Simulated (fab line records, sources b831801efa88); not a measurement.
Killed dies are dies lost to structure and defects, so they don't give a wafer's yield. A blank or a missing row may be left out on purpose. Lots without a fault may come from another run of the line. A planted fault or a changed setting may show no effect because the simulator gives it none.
fab line records | flow sky130
record lots=11 wafers=33 last_day=50
route steps=708 shown VT_ADJUST_PCH@152 SONOS_ONO@171 LDD_P@261 LDD_LDN@301
lots that met no fault: from a run of the same line without faults
start_h: hours from the record's first day to the start of the lot's first wafer shown | wait_h: hours since the lot's step before | " the same as in the row above | L1.1+2: a row that stands for several wafers | - no value, or no start given | * or withheld: withheld | < > ~ a bound
route shown NAME@n: a module of which the file shows steps, and the number in the route of the first | usual: mean/standard deviation of fault-free wafers | same: alike in all rows | chamber/n: place in a boat | sites: the reading at each site | _std_site: their standard deviation | _edge_site: outer sites' mean less inner sites' | radius_mm: how far each site lies from the wafer's centre | mask NAME#n: copy n | behind: the tool/chamber that last shaped the wafer | hold: why the lot was held/for how many hours/how that ended | device: the transistor (n, p or np) that didn't switch | end of line: the same wafers' tests at the end of the route | a step without rows: its recipe alone | killed: dies lost to structure and defects at the first sort, not the wafer's yield | map: a wafer's dies, x killed, . not, _ none there
set.NAME: the setting as run; set.NAME@STEP: as run at that earlier step | model.NAME: the simulator's own value behind a step, which no gauge read
steps of the route over a sample of lots; a table a step, a row a wafer
services: from which hour (start_h, from the record's first day; less than 0 if before it) a tool's chamber was out of use, for how many hours, and why
## steps
# step SKY_VT_ADJUST_PCH_STRIP_09
# recipe chemistry=O2/N2 power_w=1400 pressure_mtorr=1500 platen_temp_c=withheld o2_flow_sccm=3000 n2_flow_sccm=300 overash_fraction=0.5
# usual drypump_motor_current_A=6.08/0.23 oes_product_au=0.723/0.0044 strip_time_to_endpoint_s=36.90/0.099
# columns lot.wafer tool chamber start_h wait_h drypump_motor_current_A oes_product_au rf_hours_counter_h strip_time_to_endpoint_s
L251.1 plasma_asher-03 1 229.71 0.1 5.52 0.725 54 36.85
L251.2 " 0 " " 6.13 0.720 54 36.84
L251.6 " 1 " " 5.53 0.723 - 36.77
L252.3 plasma_asher-01 1 237.41 0.1 6.25 0.731 - 36.99
L252.4 " 0 " " 6.19 0.723 - 36.99
L252.5 " 0 " " 6.13 0.720 - 37.08
L257.2 plasma_asher-02 1 278.31 0.1 6.27 0.719 60 36.90
L257.3 " 1 " " 6.25 0.716 - 36.91
L257.5 " 1 " " 6.25 0.724 - 36.97
L258.4 plasma_asher-03 0 281.31 0.1 6.16 0.719 - 36.78
L258.5 " 1 " " 5.52 0.730 - 36.80
L258.6 " 0 " " 6.19 0.722 - 36.80
L259.2 plasma_asher-01 1 290.48 0.1 6.26 0.726 45 37.00
L259.3 " 1 " " 6.23 0.722 - 37.04
L259.5 " 0 " " 6.16 0.719 - 37.04
L261.1 plasma_asher-01 1 310.91 0.1 6.25 0.720 47 37.07
L261.4 " 1 " " 6.27 0.720 - 36.98
L261.6 " 0 " " 6.16 0.720 - 37.02
L262.2 plasma_asher-02 1 321.81 0.1 6.24 0.722 65 36.88
L262.3 " 0 " " 5.99 0.724 - 37.01
L262.4 " 1 " " 6.24 0.723 - 37.12
L269.3 plasma_asher-03 1 372.06 0.1 5.51 0.722 - 36.83
L269.4 " 0 " " 6.15 0.723 - 36.91
L269.5 " 0 " " 6.15 0.727 - 36.83
L270.1 plasma_asher-01 1 375.61 0.1 6.20 0.724 54 36.83
L270.3 " 1 " " 6.19 0.720 - 36.85
L270.6 " 1 " " 6.19 0.721 - 36.75
L271.1 plasma_asher-02 0 388.13 0.1 5.98 0.711 72 37.00
L271.3 " 0 " " 5.99 0.722 - 36.90
L271.6 " 1 " " 6.23 0.724 - 36.99
L273.1 plasma_asher-03 1 401.93 0.1 5.52 0.718 71 36.85
L273.3 " 0 " " 6.16 0.728 - 36.91
L273.6 " 1 " " 5.51 0.717 - 36.97
# step SKY_SONOS_ONO_THK_MEAS_03
# recipe reads=Si3N4_of_SONOS_ONO_CVD_02
# usual SONOS_ONO_CVD_02_THK=10.48/0.14
# columns lot.wafer tool chamber start_h wait_h SONOS_ONO_CVD_02_THK[nm]
L251.1 film_metro-01 - 263.47 0.0 10.54
L251.2 " - " " 10.56
L251.6 " - " " 10.61
L252.3 film_metro-03 - 274.99 0.0 10.37
L252.4 " - " " 10.45
L252.5 " - " " 10.52
L257.2 film_metro-02 - 307.50 0.0 10.42
L257.3 " - " " 10.55
L257.5 " - " " 10.56
L258.4 film_metro-01 - 311.79 0.0 10.51
L258.5 " - " " 10.56
L258.6 " - " " 10.50
L259.2 film_metro-01 - 320.96 0.0 10.29
L259.3 " - " " 10.33
L259.5 " - " " 10.50
L261.1 film_metro-03 - 342.40 0.0 10.57
L261.4 " - " " 10.54
L261.6 " - " " 10.62
L262.2 film_metro-03 - 353.71 0.0 10.45
L262.3 " - " " 10.37
L262.4 " - " " 10.54
L269.3 film_metro-03 - 404.97 0.0 10.65
L269.4 " - " " 10.62
L269.5 " - " " 10.55
L270.1 film_metro-01 - 408.56 0.0 10.53
L270.3 " - " " 10.52
L270.6 " - " " 10.55
L271.1 film_metro-03 - 422.19 0.0 10.46
L271.3 " - " " 10.58
L271.6 " - " " 10.49
L273.1 film_metro-03 - 436.05 0.0 10.49
L273.3 " - " " 10.59
L273.6 " - " " 10.54
# step SKY_LDD_P_DEVELOP_06
# recipe resist=NOVOLAK developer=TMAH develop_time_s=60 dev_temp_c=23
# usual chill_plate_temp_C=23.00/0.099
# columns lot.wafer tool chamber start_h wait_h chill_plate_temp_C
L251.1 litho_track-04 0 441.53 0.1 22.86
L251.2 " 0 " " 23.01
L251.6 " 0 " " 22.81
L252.3 litho_track-04 0 460.68 0.1 22.96
L252.4 " 0 " " 22.97
L252.5 " 0 " " 23.09
L257.2 litho_track-01 0 494.70 0.1 23.20
L257.3 " 0 " " 23.16
L257.5 " 0 " " 23.09
L258.4 litho_track-01 0 502.15 0.1 23.17
L258.5 " 0 " " 23.16
L258.6 " 0 " " 23.19
L259.2 litho_track-02 0 511.68 0.1 22.95
L259.3 " 0 " " 22.94
L259.5 " 0 " " 22.96
L261.1 litho_track-04 0 538.28 0.1 22.82
L261.4 " 0 " " 23.01
L261.6 " 0 " " 23.12
L262.2 litho_track-02 0 544.63 0.1 23.04
L262.3 " 0 " " 23.05
L262.4 " 0 " " 22.94
L269.3 litho_track-01 0 598.77 0.1 22.96
L269.4 " 0 " " 22.83
L269.5 " 0 " " 22.88
L270.1 litho_track-04 0 602.78 0.1 23.19
L270.3 " 0 " " 23.01
L270.6 " 0 " " 23.13
L271.1 litho_track-04 0 614.23 0.1 23.06
L271.3 " 0 " " 23.00
L271.6 " 0 " " 23.07
L273.1 litho_track-01 0 625.57 0.1 22.85
L273.3 " 0 " " 22.92
L273.6 " 0 " " 23.09
# step SKY_LDD_P_CD_MEAS_07
# recipe target_cd_nm=380
# usual cd_nm=380.1/2.2
# columns lot.wafer tool chamber start_h wait_h hold cd_nm
L251.1 cd_sem-02 - 441.68 0.1 - 382.4
L251.2 " - " " - 379.3
L251.6 " - " " - 378.1
L252.3 cd_sem-01 - 460.82 0.1 - 384.7
L252.4 " - " " - 384.3
L252.5 " - " " - 385.3
L257.2 cd_sem-01 - 494.84 0.1 - 378.4
L257.3 " - " " - 377.4
L257.5 " - " " - 378.4
L258.4 cd_sem-01 - 502.28 0.1 - 377.8
L258.5 " - " " - 376.3
L258.6 " - " " - 376.8
L259.2 cd_sem-02 - 511.83 0.1 - 380.0
L259.3 " - " " - 382.1
L259.5 " - " " - 380.2
L261.1 cd_sem-02 - 538.43 0.1 - 380.9
L261.4 " - " " - 378.3
L261.6 " - " " - 379.0
L262.2 cd_sem-01 - 544.78 0.1 - 379.0
L262.3 " - " " - 379.2
L262.4 " - " " - 379.4
L269.3 cd_sem-01 - 598.91 0.1 - 381.5
L269.4 " - " " - 379.9
L269.5 " - " " - 378.7
L270.1 cd_sem-01 - 602.93 0.1 await_dispo/0.2h/release 392.6
L270.3 " - " " await_dispo/0.2h/release 379.9
L270.6 " - " " await_dispo/0.2h/release 392.3
L270.1 cd_sem-01 - 603.21 0.3 - 392.8
L270.3 " - " " - 380.4
L270.6 " - " " - 392.1
L271.1 cd_sem-02 - 614.38 0.1 await_dispo/0.2h/release 393.5
L271.3 " - " " await_dispo/0.2h/release 375.7
L271.6 " - " " await_dispo/0.2h/release 392.2
L271.1 cd_sem-02 - 614.66 0.3 - 393.3
L271.3 " - " " - 375.8
L271.6 " - " " - 392.3
L273.1 cd_sem-02 - 625.72 0.1 - 379.4
L273.3 " - " " - 381.3
L273.6 " - " " - 378.3
# step SKY_LDD_LDN_STRIP_12
# recipe chemistry=O2/N2 power_w=1400 pressure_mtorr=1500 platen_temp_c=withheld o2_flow_sccm=3000 n2_flow_sccm=300 overash_fraction=0.5
# usual drypump_motor_current_A=6.07/0.2 oes_product_au=0.715/0.0046 strip_time_to_endpoint_s=14.17/0.05
# columns lot.wafer tool chamber start_h wait_h drypump_motor_current_A oes_product_au rf_hours_counter_h strip_time_to_endpoint_s
L251.1 plasma_asher-01 0 533.74 0.1 6.17 0.714 68 14.20
L251.2 " 1 " " 6.23 0.716 68 14.20
L251.6 " 0 " " 6.17 0.713 - 14.19
L252.3 plasma_asher-04 0 552.29 0.1 6.07 0.714 - 14.22
L252.4 " 1 " " 5.64 0.719 - 14.17
L252.5 " 1 " " 5.65 0.714 - 14.19
L257.2 plasma_asher-04 1 585.64 0.1 5.64 0.718 46 14.10
L257.3 " 1 " " 5.64 0.713 - 14.12
L257.5 " 0 " " 6.06 0.704 - 14.10
L258.4 plasma_asher-02 1 591.88 0.1 6.25 0.704 - 14.13
L258.5 " 0 " " 6.00 0.721 - 14.10
L258.6 " 1 " " 6.28 0.710 - 14.08
L259.2 plasma_asher-01 1 601.74 0.1 6.28 0.713 75 14.17
L259.3 " 1 " " 6.24 0.710 - 14.15
L259.5 " 1 " " 6.24 0.705 - 14.12
L261.1 plasma_asher-04 0 627.64 0.1 6.07 0.719 51 14.13
L261.4 " 1 " " 5.66 0.712 - 14.15
L261.6 " 1 " " 5.65 0.712 - 14.14
L262.2 plasma_asher-01 1 634.82 0.1 6.20 0.705 78 14.18
L262.3 " 1 " " 6.22 0.716 - 14.17
L262.4 " 0 " " 6.12 0.718 - 14.16
L269.3 plasma_asher-01 0 685.79 0.1 6.16 0.709 - 14.20
L269.4 " 1 " " 6.23 0.715 - 14.19
L269.5 " 1 " " 6.20 0.712 - 14.20
L270.1 plasma_asher-02 0 690.31 0.1 6.01 0.710 102 14.18
L270.3 " 1 " " 6.25 0.721 - 14.17
L270.6 " 0 " " 5.99 0.711 - 14.18
L271.1 plasma_asher-02 0 702.17 0.1 6.01 0.715 103 14.25
L271.3 " 1 " " 6.25 0.718 - 14.28
L271.6 " 0 " " 5.99 0.712 - 14.26
L273.1 plasma_asher-01 0 711.51 0.1 6.11 0.717 86 14.19
L273.3 " 0 " " 6.13 0.713 - 14.11
L273.6 " 0 " " 6.13 0.715 - 14.19
## services
# columns tool chamber start_h hours kind
plasma_asher-01 - 220.76 3.0 repair
litho_track-01 - 222.84 - consumable_replace:filter
plasma_asher-01 - 224.83 7.1 repair
plasma_asher-03 - 225.74 1.0 repair
plasma_asher-04 - 241.70 0.8 repair
plasma_asher-04 - 244.04 2.2 repair
plasma_asher-01 - 272.56 7.7 repair
litho_track-01 - 275.39 - consumable_replace:filter
plasma_asher-01 - 287.62 1.7 repair
plasma_asher-04 - 303.07 7.8 repair
plasma_asher-03 - 421.25 9.0 pm
plasma_asher-03 0 421.25 9.0 vent_cycle
plasma_asher-03 - 432.13 0.4 repair
plasma_asher-02 - 459.30 1.2 repair
plasma_asher-01 - 473.36 14.3 repair
plasma_asher-01 - 476.47 2.3 repair
plasma_asher-01 - 487.68 2.8 pm
plasma_asher-02 - 506.91 13.5 repair
plasma_asher-01 - 507.33 1.5 repair
plasma_asher-03 - 510.19 4.3 repair
plasma_asher-04 - 574.13 7.3 pm
plasma_asher-02 - 583.73 2.8 pm
plasma_asher-03 - 679.66 13.8 repair
plasma_asher-03 - 690.06 6.2 repair
## key
first_sign step=SKY_LDD_P_CD_MEAS_07 reading=visit direction=added
effect step=SKY_LDD_P_CD_MEAS_07 reading=cd_nm direction=up sigmas=5.6 usual=380.1 struck=392.7
met_at SKY_LDD_P_DEVELOP_06
struck_lots L270,L271
struck_wafers L270.1,L270.6,L271.1,L271.6
tester_left_out L270,L271
not_acting_at SKY_VT_ADJUST_PCH_STRIP_09,SKY_SONOS_ONO_THK_MEAS_03,SKY_LDD_LDN_STRIP_12
onset_between 538.28 602.78
fault kind=process_parameter_drift tool=litho_track-04 chamber=- onset_h=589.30 steps=SKY_LDD_P_DEVELOP_06 channel=develop_time_s offset=* shape=step end_h=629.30 scope=struck_wafers_only acts_in=* stated=*
# tester_left_out: of these lots the tester's yield and bins aren't shown, on N5 and GAA mostly nor the transistor test; their killed dies are dies lost to structure and defects alone, not to doping, threshold or leakage, so they don't give the yield
